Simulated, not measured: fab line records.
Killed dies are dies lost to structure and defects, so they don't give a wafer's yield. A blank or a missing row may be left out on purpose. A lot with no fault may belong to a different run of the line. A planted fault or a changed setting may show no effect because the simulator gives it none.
A lot that was struck, set against a sound lot || flow sky130 || 39 steps out of a route of 708
Sound: these wafers, L161.1, L161.3, L161.5. The struck wafers were L144.1, L144.2, L144.5. The cause is named last.
For every step that has rows: the tool of each side, followed by ch and its chambers, followed by its first start. Under that, the readings that differ: sound wafers || struck wafers || difference of the means || sigmas: that difference in standard deviations of wafers without a fault.
alike: words and numbers the same on both sides, and readings whose means are apart by under 2 such deviations; not compared: readings that were withheld, readings missing a value for some wafer, numbers with overlapping values and no deviation given by the record, and bounds like >300 which may hide the same value.
The two part at a step that has a row with sigmas, a row that says differs or no value, or rows on one side only. Numbers that have no deviation but don't overlap get no sigmas and don't part them. Lack of a reading on every wafer of one side parts them only where that side has two or more wafers.

first, 10 steps without rows for these wafers: SKY_VIA4_STRIP_14 (strips in post etch residue remover, time 1200 s); SKY_VIA4_CLEAN_15 (cleans in IPA, time 180 s); SKY_VIA4_CLEAN_16 (cleans in O3/DIW); SKY_VIA4_SPUTTER_17 (material TiN, target thk 20 nm, time 80 s); SKY_VIA4_CVD_18 (deposits W, target thk 505 nm, time 152.14 s); SKY_VIA4_CMP_21 (polishes, stops on SiO2, t overpolish 25 s, target thk 0 nm); SKY_METAL5_SPUTTER_00 (material Ti, target thk 15 nm, time 10 s); SKY_METAL5_SPUTTER_01 (material TiN, target thk 20 nm, time 16.7 s); SKY_METAL5_SPUTTER_02 (material AlCu, target thk 1150 nm, time 61.2 s); SKY_METAL5_SPUTTER_03 (material Ti, target thk 5 nm, time 3.3 s).
SKY_METAL5_SPUTTER_04: material TiN, target thk 70 nm, time 58.3 s.
  sound on pvd_sputter-01, day 48 08:27; struck on pvd_sputter-02, day 44 12:39
  no value came back on the struck wafers for cathode_dc_power_W (W), chamber_pressure_pa (Pa), throttle_valve_pct (%); on the sound wafers cathode_dc_power_W (W) reads 6501.2 6500.6 6500.4
SKY_METAL5_THK_MEAS_06: measures by xrf.
  sound on film_metro-02, day 48 08:37; struck on film_metro-02, day 44 12:49
{"reading": "METAL5_ALCU_THK (nm)", "sound": "1157 1153 1158", "struck": "1362 1366 1362", "difference": "+207", "sigmas": "+17"}
then, 8 steps without rows for these wafers: SKY_METAL5_DEHYDRATE_07 (time 60 s); SKY_METAL5_HMDS_08 (prime time 60 s); SKY_METAL5_COAT_09 (resist thk 1800 nm); SKY_METAL5_SOFTBAKE_10 (time 60 s); SKY_METAL5_EXPOSE_11 (exposes mask MM5, target cd 1600 nm); SKY_METAL5_PEB_12; SKY_METAL5_DEVELOP_13 (develop time 60 s); SKY_METAL5_DESCUM_14 (chemistry O2, time 11 s).
SKY_METAL5_METAL_ETCH_15: etches the open film in Cl2/BCl3, stops on SiO2, target depth 1260 nm, time 252 s.
  sound on rie_metal-03 ch 0,1, day 49 02:19; struck on rie_metal-01 ch 0,1, day 45 10:07
{"reading": "oes_product_au (a.u.)", "sound": "0.886 0.888 0.889", "struck": "0.871 0.865 0.868", "difference": -0.020, "sigmas": -4}
  alike: drypump_motor_current_A, throttle_valve_pct
  not compared: rf_hours_counter_h
then, 13 steps without rows for these wafers: SKY_METAL5_STRIP_16 (strips in O2/N2); SKY_METAL5_STRIP_17 (strips in post etch residue remover, time 1200 s); SKY_METAL5_CLEAN_18 (cleans in IPA, time 180 s); SKY_METAL5_CLEAN_19 (cleans in O3/DIW); SKY_PASSIVATION_CVD_00 (deposits SiO2, target thk 90 nm); SKY_PASSIVATION_CVD_02 (deposits Si3N4, target thk 540 nm); SKY_PASSIVATION_DEHYDRATE_04 (time 60 s); SKY_PASSIVATION_HMDS_05 (prime time 60 s); SKY_PASSIVATION_COAT_06 (resist thk 3000 nm); SKY_PASSIVATION_SOFTBAKE_07; SKY_PASSIVATION_EXPOSE_08 (exposes mask NSM, target cd 3000 nm); SKY_PASSIVATION_PEB_09; SKY_PASSIVATION_DEVELOP_10 (develop time 60 s).
SKY_PASSIVATION_ETCH_11: etches the open film in CF4/O2, stops on AlCu, target depth 725 nm, time 161.1 s.
  sound on rie_diel-04 ch 1,2, day 49 20:52; struck on rie_diel-03 ch 0,1, day 46 08:44
{"reading": "oes_product_au (a.u.)", "sound": "0.965 0.976 0.980", "struck": "0.984 0.992 0.992", "difference": "+0.016", "sigmas": "+2"}
{"reading": "model.PASSIVATION.feature_depth_nm (nm)", "sound": "694 698.1 706.8", "struck": "720 725 725", "difference": "+24", "sigmas": ""}
  alike: drypump_motor_current_A, throttle_valve_pct
  not compared: rf_hours_counter_h
then, 2 steps without rows for these wafers: SKY_PASSIVATION_STRIP_12 (strips in O2/N2); SKY_PAD_OPEN_DEHYDRATE_00 (time 60 s).
SKY_PAD_OPEN_ETCH_07: etches the open film in CF4/O2, stops on AlCu, target depth 725 nm, time 161.1 s.
  sound on rie_diel-01 ch 1,2,3, day 50 12:47; struck on rie_diel-04 ch 0,1, day 47 04:56
{"reading": "model.PAD_OPEN.feature_depth_nm (nm)", "sound": "694 698.1 706.8", "struck": "718.1 725 725", "difference": "+23.1", "sigmas": ""}
  alike: drypump_motor_current_A, oes_product_au, throttle_valve_pct
  not compared: rf_hours_counter_h
after that, 1 step had no rows for these wafers: SKY_PAD_OPEN_PROBE_99.

## WHERE THEY PART
Last at SKY_PASSIVATION_ETCH_11 as far as this record goes, first at SKY_METAL5_SPUTTER_04. Later steps at which nothing parts them and some readings are alike: SKY_PAD_OPEN_ETCH_07.

WHY: whatever the simulator had introduced
Beginning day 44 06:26, the whole step at SKY_METAL5_SPUTTER_04 was skipped on pvd_sputter-02. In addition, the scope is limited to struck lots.
